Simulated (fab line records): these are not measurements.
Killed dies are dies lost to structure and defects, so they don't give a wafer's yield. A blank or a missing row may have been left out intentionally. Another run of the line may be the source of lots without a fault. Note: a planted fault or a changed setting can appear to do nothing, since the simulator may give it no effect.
Matching of chambers -- flow sfq-line -- cmp-01 running SFQ_TRILAYER_I1_CMP_CMP_046: 4 sister chambers
The step polishes SiO2. 8 wafers are shown with their chamber, then 7 later ones without.

WAFERS PAIRED WITH THEIR CHAMBERS
wafer,chamber,motor-current-A (A),time-to-endpoint-s (s)
L930.3,2,8.9,214
L930.5,1,9.8,220
L931.2,1,9.9,209
L931.1,3,12.3,222
L931.3,0,10.5,215
L932.3,0,11.1,219
L932.1,2,9.1,216
L933.5,3,12.5,238

WAFERS WHOSE CHAMBER IS MISSING
wafer,motor-current-A (A),time-to-endpoint-s (s)
L933.6,10.1,229
L942.2,9.5,207
L942.3,10.5,205
L942.4,12.2,211
L945.1,12.2,212
L945.4,11.1,225
L945.5,10.8,217

CHAMBER TAKEN BY EACH
wafer,from the rows above,in truth
L933.6,can't be placed: 1 or 0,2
L942.2,can't be placed: 1 or 2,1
L942.3,can't be placed: 0 or 1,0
L942.4,3,3
L945.1,3,3
L945.4,0,0
L945.5,0,0
Correct placement for 4 of the 7. Unplaceable from these rows: 3, with the true chamber sitting among the candidates in 2. Wrongly placed: 0.
How it was worked out, from the rows above alone: a wafer's distance from a chamber is the root of the sum, over the readings, of the square of ((its reading less the chamber's mean) divided by the reading's scatter). If the next closest chamber is less than 2 further off than the closest, the wafer can't be placed; otherwise it belongs to the closest. A chamber's mean is the mean of its shown wafers. The scatter is the square root of a quotient: the sum, over the shown wafers, of each reading's squared deviation from its chamber's mean, divided by wafers minus chambers.
